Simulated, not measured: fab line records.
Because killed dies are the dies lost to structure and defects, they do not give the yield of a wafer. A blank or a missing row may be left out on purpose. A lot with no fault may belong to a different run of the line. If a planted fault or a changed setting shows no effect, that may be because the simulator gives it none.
fab line records    flow sky130
record lots=6  wafers=17  last-day=50
route steps=708 shown VIA2@509
lots that met no fault: from a run of the same line without faults
start-h: hours from the record's opening day to when the first of the lot's shown wafers began    wait-h: how many hours have passed since the lot's step before this one    " the same as in the row above    L1.1+2: one row covering several wafers at once    - no value, or no start given    * or withheld: withheld    < > ~ a bound
route shown NAME@n: a module of which the file shows steps, and the number in the route of the first    usual: mean/standard deviation taken from wafers without a fault    same: alike in all rows    chamber/n: place in a boat    sites: per-site readings    _std_site: the values' standard deviation    _edge_site: mean of outer sites minus mean of inner sites    radius-mm: for every site, how far away it sits from the centre of the wafer    mask NAME#n: copy n    behind: the last tool/chamber to shape the wafer    hold: what put the lot on hold/how long, in hours/how the hold closed    device: names the non-switching transistor (n, p or np)    end of line: at the end of the route, the tests of the same wafers    a step given without rows: its recipe and nothing more    killed: dies that structure and defects cost at the first sort, which is not the same as the wafer's yield    map: shows each die of a wafer: x if killed, . if not, _ if none is there
set.NAME: the setting as run; set.NAME@STEP: as run at that earlier step    model.NAME: the simulator's own value behind a step, which no gauge read
a table for each step, a row for each wafer; lots at some steps of the route
services: from which hour (start-h, from the record's first day; less than 0 if before it) a tool's chamber was out of use, for how many hours, and why
## steps
# step SKY_VIA2_CMP_02
# recipe material=SiO2  down-force-psi=4  platen-rpm=60  pad-velocity-m-s=0.94248
# usual motor-current-A=12.1/0.82
lot.wafer  tool    chamber  start-h  wait-h  motor-current-A
L514.1     cmp-02  1        831.45   0.1     14.0
L514.4     "       2        "        "       11.4
L514.2     "       3        "        "       11.2
L524.3     cmp-01  3        917.38   0.1     11.8
L524.2     "       0        "        "       11.8
L524.6     "       2        "        "       11.8
L525.4     cmp-01  1        925.93   0.1     11.9
L525.5     "       0        "        "       11.8
L530.4     cmp-02  2        957.01   0.0     10.9
L530.3     "       1        "        "       14.0
L530.5     "       2        "        "       11.8
L533.4     cmp-01  2        993.46   0.8     12.5
L533.2     "       0        "        "       12.5
L533.5     "       3        "        "       12.2
L534.3     cmp-01  0        993.91   1.0     12.2
L534.6     "       1        "        "       11.3
L534.5     "       2        "        "       12.4
# step SKY_VIA2_BOW_MEAS_03
# recipe mode=bow
# usual VIA2_BOW=85/7.2
lot.wafer  tool           chamber  start-h  wait-h  VIA2_BOW[um]
L514.1     film-metro-03  -        831.75   0.2     79
L514.2     "              -        "        "       88
L514.4     "              -        "        "       81
L524.2     film-metro-01  -        917.60   0.1     96
L524.3     "              -        "        "       84
L524.6     "              -        "        "       83
L525.4     film-metro-04  -        926.24   0.3     93
L525.5     "              -        "        "       87
L530.3     film-metro-01  -        957.35   0.1     101
L530.4     "              -        "        "       84
L530.5     "              -        "        "       87
L533.2     film-metro-01  -        993.78   0.2     91
L533.4     "              -        "        "       91
L533.5     "              -        "        "       85
L534.3     film-metro-04  -        994.10   0.1     84
L534.5     "              -        "        "       75
L534.6     "              -        "        "       83
# step SKY_VIA2_DEHYDRATE_04
# recipe temp-c=200  time-s=60
# step SKY_VIA2_HMDS_05
# recipe prime-time-s=60  prime-temp-c=120
# step SKY_VIA2_COAT_06
# recipe resist=BARC  temp-c=withheld  time-s=withheld  spin-rpm=3000  resist-thk-nm=60
# step SKY_VIA2_COAT_07
# recipe resist=KrF-thick  spin-rpm=3000  resist-thk-nm=450
# step SKY_VIA2_SOFTBAKE_08
# recipe temp-c=100  time-s=90  resist=KrF-thick
# step SKY_VIA2_EXPOSE_09
# recipe mask-id=VIM2  na=0.8  source-shape=annular  sigma-inner=0.55  sigma-outer=0.85  target-cd-nm=200  dose-mj=38
# step SKY_VIA2_PEB_10
# recipe peb-temp-c=withheld  peb-time-s=withheld  resist=KrF-thick
# step SKY_VIA2_DEVELOP_11
# recipe develop-time-s=60  resist=KrF-thick  dev-temp-c=21
# step SKY_VIA2_CD_MEAS_12
# recipe target-cd-nm=200
# usual cd-nm=200.3/1.5
lot.wafer  tool       chamber  start-h  wait-h  cd-nm
L514.1     cd-sem-02  -        858.32   -       202.4
L514.2     "          -        "        "       202.7
L514.4     "          -        "        "       202.8
L524.2     cd-sem-02  -        942.16   -       200.5
L524.3     "          -        "        "       199.9
L524.6     "          -        "        "       199.2
L525.4     cd-sem-02  -        949.80   -       200.6
L525.5     "          -        "        "       202.1
L530.3     cd-sem-02  -        980.95   -       198.9
L530.4     "          -        "        "       198.1
L530.5     "          -        "        "       198.8
L533.2     cd-sem-01  -        1016.86  -       198.6
L533.4     "          -        "        "       198.9
L533.5     "          -        "        "       197.7
L534.3     cd-sem-02  -        1017.11  -       200.3
L534.5     "          -        "        "       202.2
L534.6     "          -        "        "       202.3
# step SKY_VIA2_OVL_MEAS_13
# usual VIA2_OVL=0/7
lot.wafer  tool        chamber  start-h  wait-h  VIA2_OVL[nm]
L514.1     overlay-02  -        858.44   0.1     7
L514.2     "           -        "        "       6
L514.4     "           -        "        "       8
L524.2     overlay-01  -        942.26   0.1     -2
L524.3     "           -        "        "       -6
L524.6     "           -        "        "       -11
L525.4     overlay-01  -        949.87   0.1     5
L525.5     "           -        "        "       1
L530.3     overlay-02  -        981.05   0.1     -8
L530.4     "           -        "        "       -5
L530.5     "           -        "        "       -4
L533.2     overlay-01  -        1016.96  0.1     -1
L533.4     "           -        "        "       -9
L533.5     "           -        "        "       2
L534.3     overlay-02  -        1017.20  0.1     9
L534.5     "           -        "        "       6
L534.6     "           -        "        "       8
# step SKY_VIA2_ETCH_14
# recipe chemistry=N2/H2  target=BARC  ion-energy-ev=200  source-w=500  bias-w=100  pressure-mtorr=30  n2-flow-sccm=100  h2-flow-sccm=200  stop-on=SiO2  time-s=45.9  target-depth-a=600
# usual drypump-motor-current-A=5.8/0.46  h2-flow-sccm=199.9/0.57  oes-product-au=0.855/0.0049  run-length-s=74.2/0.33  throttle-valve-pct=13.225/0.0081
lot.wafer  tool         chamber  start-h  wait-h  drypump-motor-current-A  h2-flow-sccm  oes-product-au  rf-hours-counter-h  run-length-s  throttle-valve-pct  model.KrF-thick_of_VIA2_COAT_07.thk-nm
L514.1     rie-diel-02  1        858.48   0.0     5.6                      200.5         0.862           8                   74.6          13.214              390.9
L514.2     "            0        "        "       6.1                      200.3         0.860           13                  74.0          13.223              389.9
L514.4     "            3        "        "       5.9                      199.3         0.853           9                   74.2          13.216              391.1
L524.2     rie-diel-01  0        942.29   0.0     5.0                      199.4         0.855           5                   74.0          13.218              394.7
L524.3     "            1        "        "       5.9                      200.4         0.853           10                  74.4          13.222              394.1
L524.6     "            3        "        "       6.6                      199.7         0.988           -                   67.5          13.236              399.8
L525.4     rie-diel-01  3        949.89   0.0     6.5                      199.4         0.860           18                  74.1          13.227              390.5
L525.5     "            0        "        "       4.9                      199.5         0.990           -                   67.2          13.240              398.5
L530.3     rie-diel-04  1        981.07   0.0     6.3                      200.3         0.852           6                   74.4          13.221              391.8
L530.4     "            0        "        "       5.9                      199.7         0.852           4                   74.4          13.207              392.3
L530.5     "            3        "        "       5.6                      200.1         0.849           -                   74.5          13.227              392.6
L533.2     rie-diel-02  1        1016.99  0.0     5.7                      199.5         0.850           14                  74.7          13.224              390.9
L533.4     "            1        "        "       5.7                      199.1         0.857           -                   74.3          13.226              391.6
L533.5     "            3        "        "       5.9                      199.2         0.846           -                   73.9          13.229              391.4
L534.3     rie-diel-01  3        1017.23  0.0     6.5                      199.1         0.846           20                  73.8          13.224              390.8
L534.5     "            1        "        "       6.0                      200.6         0.858           -                   74.3          13.217              388.9
L534.6     "            2        "        "       5.5                      200.0         0.853           -                   73.9          13.224              390.7
# step SKY_VIA2_ETCH_15
# recipe target=SiO2  chemistry=C4F8/O2/Ar  target-depth-nm=546  stop-on=TiN  mask-material=KrF-thick  source-w=1500  bias-w=1200  pressure-mtorr=40  c4f8-flow-sccm=withheld  O2_flow_sccm=6  Ar_flow_sccm=300  time-s=84
# usual oes-product-au=0.940/0.0047  run-length-s=112.3/0.35
# same time-s=84
lot.wafer  tool         chamber  start-h  wait-h  oes-product-au  rf-hours-counter-h  run-length-s  model.KrF-thick_of_VIA2_COAT_07.thk-nm
L514.1     rie-diel-02  1        858.52   0.0     0.939           8                   112.9         281.1
L514.2     "            0        "        "       0.938           13                  112.1         280.9
L514.4     "            3        "        "       0.934           9                   112.8         283.4
L524.2     rie-diel-01  0        942.33   0.0     0.941           5                   111.7         284
L524.3     "            1        "        "       0.937           10                  112.5         285.3
L524.6     "            3        "        "       0.950           -                   112.2         290.4
L525.4     rie-diel-01  3        949.93   0.0     0.940           18                  112.3         280.6
L525.5     "            0        "        "       0.940           -                   111.7         289
L530.3     rie-diel-04  1        981.11   0.0     0.936           6                   112.6         280
L530.4     "            0        "        "       0.937           4                   112.9         283.6
L530.5     "            3        "        "       0.942           -                   112.4         283.3
L533.2     rie-diel-02  1        1017.05  0.0     0.942           14                  112.6         281
L533.4     "            1        "        "       0.940           -                   112.7         281.8
L533.5     "            3        "        "       0.941           -                   112.7         284.5
L534.3     rie-diel-01  3        1017.27  0.0     0.936           20                  111.9         280.7
L534.5     "            1        "        "       0.935           -                   112.7         279.7
L534.6     "            2        "        "       0.935           -                   112.4         280.9
# step SKY_VIA2_STRIP_16
# recipe chemistry=O2/N2  power-w=1400  pressure-mtorr=1500  platen-temp-c=withheld  o2-flow-sccm=3000  n2-flow-sccm=300  overash-fraction=0.5
# usual drypump-motor-current-A=5.4/0.36  oes-product-au=0.399/0.0047  strip-time-to-endpoint-s=4.046/0.024
lot.wafer  tool             chamber  start-h  wait-h  drypump-motor-current-A  oes-product-au  rf-hours-counter-h  strip-time-to-endpoint-s
L514.1     plasma-asher-01  1        858.58   0.0     5.4                      0.397           12                  4.031
L514.2     "                0        "        "       5.1                      0.399           12                  4.023
L514.4     "                0        "        "       5.1                      0.409           -                   4.049
L524.2     plasma-asher-03  0        942.40   0.0     5.3                      0.402           78                  4.067
L524.3     "                1        "        "       4.9                      0.400           -                   4.058
L524.6     "                1        "        "       4.9                      0.400           -                   4.127
L525.4     plasma-asher-03  1        950.03   0.1     4.9                      0.395           -                   4.032
L525.5     "                0        "        "       5.2                      0.401           -                   4.115
L530.3     plasma-asher-03  0        981.21   0.1     5.2                      0.406           -                   4.010
L530.4     "                1        "        "       4.8                      0.394           -                   4.042
L530.5     "                1        "        "       4.9                      0.396           -                   4.073
L533.2     plasma-asher-02  0        1017.15  0.1     5.7                      0.392           118                 4.020
L533.4     "                1        "        "       5.8                      0.396           -                   4.023
L533.5     "                0        "        "       5.7                      0.405           -                   4.072
L534.3     plasma-asher-03  1        1017.37  0.1     4.8                      0.401           -                   4.017
L534.5     "                0        "        "       5.3                      0.402           -                   4.002
L534.6     "                1        "        "       4.8                      0.393           -                   4.026
# step SKY_VIA2_STRIP_17
# recipe chemistry=post-etch-residue-remover  time-s=1200  temp-c=72.5
## services
tool             chamber  start-h  hours  kind
cmp-01           -        827.74   20.7   repair
rie-diel-02      -        849.63   0.9    repair
rie-diel-01      0        876.25   1.9    repair
rie-diel-04      0        882.07   48.4   repair
cmp-01           -        900.88   0.4    repair
rie-diel-01      0        901.89   1.3    repair
cmp-02           -        909.04   2.0    repair
cmp-01           -        912.00   4.0    pm
rie-diel-01      1        917.03   2.5    repair
cmp-01           -        936.08   2.0    repair
cmp-02           -        936.36   2.5    repair
rie-diel-02      2        939.54   6.5    repair
rie-diel-04      -        949.04   1.0    repair
cmp-02           -        963.30   0.8    repair
rie-diel-04      1        969.12   3.3    repair
rie-diel-02      2        970.29   10.5   repair
cmp-01           -        974.10   1.0    repair
rie-diel-01      2        979.89   3.0    repair
cmp-01           -        983.39   4.4    pm
rie-diel-02      0        986.08   10.7   repair
plasma-asher-03  -        988.18   1.3    repair
cmp-02           -        990.35   3.3    repair
rie-diel-02      0        1009.67  21.2   repair
rie-diel-02      2        1012.58  4.7    repair
## key
first-sign step=SKY_VIA2_ETCH_14  reading=oes-product-au  direction=up  sigmas=27  usual=0.855  struck=0.989
effect step=SKY_VIA2_ETCH_14  reading=run-length-s  direction=down  sigmas=21  usual=*  struck=*
effect step=SKY_VIA2_STRIP_16  reading=strip-time-to-endpoint-s  direction=up  sigmas=3.1  usual=*  struck=*
model-effect step=SKY_VIA2_ETCH_14  value=KrF-thick_of_VIA2_COAT_07.thk-nm  without=393.1  struck=399.2
model-effect step=SKY_VIA2_ETCH_15  value=KrF-thick_of_VIA2_COAT_07.thk-nm  without=283.7  struck=289.7
met-at SKY_VIA2_ETCH_14
struck-wafers L524.6,L525.5
fault kind=process-parameter-drift  tool=rie-diel-01  chamber=-  onset-h=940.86  steps=SKY_VIA2_ETCH_14  channel=time-s  offset=*  shape=step  end-h=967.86  scope=struck-wafers-only  acts-in=*  stated=*
